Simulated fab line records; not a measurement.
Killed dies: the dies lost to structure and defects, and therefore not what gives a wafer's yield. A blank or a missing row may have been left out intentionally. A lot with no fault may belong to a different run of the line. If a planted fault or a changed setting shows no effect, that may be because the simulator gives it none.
Struck lot and sound lot, side by side    flow sky130    23 out of 708 route steps
Sound: wafers L739.1, L739.2, L739.5. Struck: wafers L734.2, L734.3, L734.6. At the end, the cause is stated.
For every step that has rows: the tool of each side, followed by ch and its chambers, followed by its first start. Under that, the readings that differ: sound wafers    struck wafers    difference of the means    sigmas: that difference in standard deviations of wafers without a fault.
alike: readings whose means differ by less than 2 such deviations, and words and numbers that are the same on both sides. not compared: withheld readings, readings that some wafer has no value for, bounds like >300 that may hide the same value, and numbers for which the record gives no deviation and whose values overlap.
Wherever a step has rows on one side only, a row that says differs or no value, or a row with sigmas, the two part there. Non-overlapping numbers with no deviation appear without sigmas and do not part them. Lack of a reading on every wafer of one side parts them only where that side has two or more wafers.

first, 1 step without rows for these wafers: SKY_LI_CONTACT_PRE_CLEAN_18 (time 5.6 s).
SKY_LI_CONTACT_SPUTTER_19: material Ti, target thk 20 nm, time 106.37 s.
  sound on pvd_sputter-02, day 33 18:52; struck on pvd_sputter-02, day 33 04:30
  alike: throttle_valve_pct
SKY_LI_CONTACT_SPUTTER_20: material TiN, target thk 20 nm, time 80 s.
  sound on pvd_sputter-02, day 33 18:57; struck on pvd_sputter-02, day 33 04:35
  alike: throttle_valve_pct
SKY_LI_CONTACT_CVD_21: deposits W, target thk 400 nm, time 120.56 s.
  sound on cvd_w-01 ch 0,1, day 33 19:01; struck on cvd_w-01 ch 0,1, day 33 04:38
  alike: chamber_pressure_Torr, heater_power_w
SKY_LI_CONTACT_RS_MEAS_22: uses a four-point probe to measure.
  sound on film_metro-03, day 33 19:08; struck on film_metro-01, day 33 04:47
  alike: LI_CONTACT_W_RS
SKY_LI_CONTACT_THK_MEAS_23: measures by xrf.
  sound on film_metro-03, day 33 19:15; struck on film_metro-01, day 33 04:54
  alike: LI_CONTACT_W_THK
SKY_LI_CONTACT_CMP_24: polishes, stops on PSG, t overpolish 20 s, target thk 0 nm.
  sound on cmp-02 ch 2,3, day 33 19:22; struck on cmp-01 ch 2,3, day 33 04:57
  alike: edge_zone_pressure_frac, head_pressure_psi, motor_current_A, overpolish_run_s, time_to_endpoint_s
then, 1 step without rows for these wafers: SKY_LOCAL_INTERCONNECT_SPUTTER_00 (material TiN, target thk 100 nm, time 83.3 s).
SKY_LOCAL_INTERCONNECT_RS_MEAS_01: uses a four-point probe to measure.
  sound on film_metro-02, day 33 19:41; struck on film_metro-04, day 33 05:20
  alike: LOCAL_INTERCONNECT_TIN_RS
SKY_LOCAL_INTERCONNECT_THK_MEAS_02: measures by xrf.
  sound on film_metro-02, day 33 19:48; struck on film_metro-04, day 33 05:26
  alike: LOCAL_INTERCONNECT_TIN_THK
then, 2 steps without rows for these wafers: SKY_LOCAL_INTERCONNECT_DEHYDRATE_03 (time 60 s); SKY_LOCAL_INTERCONNECT_HMDS_04 (prime time 60 s).
SKY_LOCAL_INTERCONNECT_COAT_05: resist thk 60 nm.
  sound on litho_track-04 ch 0, day 34 08:50; struck on litho_track-01 ch 0, day 33 18:01
reading               sound                 struck                difference  sigmas
spin_speed_rpm (rpm)  2999.7 3000.0 2999.3  3076.2 3074.8 3075.5  +75.8       +40
then, 5 steps without rows for these wafers: SKY_LOCAL_INTERCONNECT_COAT_06 (resist thk 450 nm); SKY_LOCAL_INTERCONNECT_SOFTBAKE_07 (time 90 s); SKY_LOCAL_INTERCONNECT_EXPOSE_08 (exposes mask LI1M, target cd 170 nm); SKY_LOCAL_INTERCONNECT_PEB_09; SKY_LOCAL_INTERCONNECT_DEVELOP_10 (develop time 60 s).
SKY_LOCAL_INTERCONNECT_CD_MEAS_11: target cd 170 nm.
  sound on cd_sem-01, day 34 22:35; struck on cd_sem-01, day 34 08:01
  alike: cd_nm
SKY_LOCAL_INTERCONNECT_OVL_MEAS_12:
  sound on overlay-02, day 34 22:42; struck on overlay-02, day 34 08:07
reading                      sound  struck     difference  sigmas
LOCAL_INTERCONNECT_OVL (nm)  6 9 6  -5 -2 -10  -13         -3
SKY_LOCAL_INTERCONNECT_ETCH_13: etches BARC in N2/H2, stops on SiO2, time 45.9 s, target depth 60 nm.
  sound on rie_metal-04 ch 0,1, day 34 22:44; struck on rie_metal-03 ch 0,1, day 34 08:09
reading                   sound              struck             difference  sigmas
model.etch.depth_nm (nm)  60.11 59.93 59.99  59.32 59.34 59.36  -0.67       
  alike: drypump_motor_current_A, oes_product_au, throttle_valve_pct
  not compared: rf_hours_counter_h
SKY_LOCAL_INTERCONNECT_METAL_ETCH_14: etches TiN in Cl2/BCl3, stops on PSG, target depth 110 nm, time 31.4 s.
  sound on rie_metal-04 ch 0,1, day 34 22:47; struck on rie_metal-03 ch 0,1, day 34 08:13
  alike: drypump_motor_current_A, oes_product_au, throttle_valve_pct
  not compared: rf_hours_counter_h
SKY_PAD_OPEN_PROBE_99:
  rows exist in the record for the sound wafers here (prober-01, day 49 04:00), none for the struck ones

## WHERE THEY PART
First at SKY_LOCAL_INTERCONNECT_COAT_05; last, within this record, at SKY_PAD_OPEN_PROBE_99.

WHY: the cause the simulator had injected
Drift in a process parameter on litho_track-01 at SKY_LOCAL_INTERCONNECT_COAT_05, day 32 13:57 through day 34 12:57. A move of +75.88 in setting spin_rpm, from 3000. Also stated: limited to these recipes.
